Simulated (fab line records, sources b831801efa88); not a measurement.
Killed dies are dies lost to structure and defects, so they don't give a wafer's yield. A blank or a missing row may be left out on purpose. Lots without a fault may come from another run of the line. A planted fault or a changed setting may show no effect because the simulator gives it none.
A struck lot beside a sound one | flow sky130 | 23 steps out of a route of 708
Sound: wafers L794.1, L794.2, L794.5. Struck: wafers L806.2, L806.3, L806.4. The cause comes at the end.
At each step with rows: each side's tool, then ch and its chambers, then its first start. Under that, the readings that differ: sound wafers | struck wafers | difference of the means | sigmas: that difference in standard deviations of wafers without a fault.
alike: readings whose means differ by less than 2 such deviations, and words and numbers that are the same on both sides. not compared: withheld readings, readings that some wafer has no value for, bounds like >300 that may hide the same value, and numbers for which the record gives no deviation and whose values overlap.
The two part at a step that has a row with sigmas, a row that says differs or no value, or rows on one side only. Numbers that don't overlap but have no deviation are shown without sigmas and don't part them. A reading that every wafer of one side lacks parts them only if that side has two wafers or more.

SKY_METAL2_METAL_ETCH_19: etches the open film in Cl2/BCl3, stops on SiO2, target depth 360 nm, time 78 s.
  sound on rie_metal-04 ch 0,1, day 37 12:14; struck on rie_metal-04 ch 0,1, day 40 02:15
  alike: drypump_motor_current_A, oes_product_au, throttle_valve_pct
  not compared: rf_hours_counter_h
SKY_METAL2_STRIP_20: strips in O2/N2.
  sound on plasma_asher-01 ch 0,1, day 37 12:20; struck on plasma_asher-02 ch 0,1, day 40 02:20
  alike: drypump_motor_current_A, n2_flow_sccm, oes_product_au, strip_time_to_endpoint_s
  not compared: rf_hours_counter_h
then, 4 steps without rows for these wafers: SKY_METAL2_STRIP_21 (strips in post etch residue remover, time 1200 s); SKY_METAL2_CLEAN_22 (cleans in IPA, time 180 s); SKY_METAL2_CLEAN_23 (cleans in O3/DIW); SKY_VIA2_HDPCVD_00 (deposits SiO2, target thk 1180 nm, time 196.7 s).
SKY_VIA2_THK_MEAS_01:
  sound on film_metro-04, day 37 13:03; struck on film_metro-02, day 40 03:06
  alike: VIA2_HDPCVD_THK
SKY_VIA2_CMP_02: polishes SiO2.
  sound on cmp-01 ch 0,1, day 37 13:07; struck on cmp-02 ch 1,2,3, day 40 03:09
  alike: motor_current_A
SKY_VIA2_BOW_MEAS_03:
  sound on film_metro-02, day 37 13:25; struck on film_metro-01, day 40 03:28
  alike: VIA2_BOW
then, 3 steps without rows for these wafers: SKY_VIA2_DEHYDRATE_04 (time 60 s); SKY_VIA2_HMDS_05 (prime time 60 s); SKY_VIA2_COAT_06 (resist thk 60 nm).
SKY_VIA2_COAT_07: resist thk 450 nm.
  sound on litho_track-02 ch 0, day 38 01:00; struck on litho_track-01 ch 0, day 40 16:00
  reading                                     | sound                | struck               | difference | sigmas
  spin_speed_rpm (rpm)                        | 3000.2 2998.5 3000.5 | 2951.3 2952.5 2953.8 | -47.2      | -22
  model.KrF-thick_of_VIA2_COAT_07.thk_nm (nm) | 450.8 450.4 450.6    | 452.9 452.1 453      | +2.1       |
then, 4 steps without rows for these wafers: SKY_VIA2_SOFTBAKE_08 (time 90 s); SKY_VIA2_EXPOSE_09 (exposes mask VIM2, target cd 200 nm); SKY_VIA2_PEB_10; SKY_VIA2_DEVELOP_11 (develop time 60 s).
SKY_VIA2_CD_MEAS_12: target cd 200 nm.
  sound on cd_sem-02, day 38 14:30; struck on cd_sem-01, day 41 03:04
  alike: cd_nm
SKY_VIA2_OVL_MEAS_13:
  sound on overlay-01, day 38 14:37; struck on overlay-01, day 41 03:11
  alike: VIA2_OVL
SKY_VIA2_ETCH_14: etches BARC in N2/H2, stops on SiO2, time 45.9 s, target depth 60 nm.
  sound on rie_diel-01 ch 1,2, day 38 14:39; struck on rie_diel-01 ch 0,1,3, day 41 03:13
  alike: drypump_motor_current_A, n2_flow_sccm, oes_product_au, throttle_valve_pct
  not compared: rf_hours_counter_h
SKY_VIA2_ETCH_15: etches SiO2 in C4F8/O2/Ar, stops on TiN, target depth 546 nm, time 84 s.
  sound on rie_diel-01 ch 1,2, day 38 14:42; struck on rie_diel-01 ch 0,1,3, day 41 03:15
  alike: oes_product_au
  not compared: rf_hours_counter_h, model.KrF-thick_of_VIA2_COAT_07.thk_nm
SKY_VIA2_STRIP_16: strips in O2/N2.
  sound on plasma_asher-04 ch 0,1, day 38 14:46; struck on plasma_asher-04 ch 0,1, day 41 03:19
  alike: drypump_motor_current_A, n2_flow_sccm, oes_product_au, strip_time_to_endpoint_s
  not compared: rf_hours_counter_h
then, 1 step without rows for these wafers: SKY_PAD_OPEN_PROBE_99.

WHERE THEY PART
Only at SKY_VIA2_COAT_07, within this record. Later steps at which nothing parts them and some readings are alike: SKY_VIA2_CD_MEAS_12, SKY_VIA2_OVL_MEAS_13, SKY_VIA2_ETCH_14, SKY_VIA2_ETCH_15, SKY_VIA2_STRIP_16.

WHY: what the simulator had put in
Process parameter drift: litho_track-01, from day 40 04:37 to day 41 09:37, at SKY_VIA2_COAT_07. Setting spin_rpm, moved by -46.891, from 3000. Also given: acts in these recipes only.
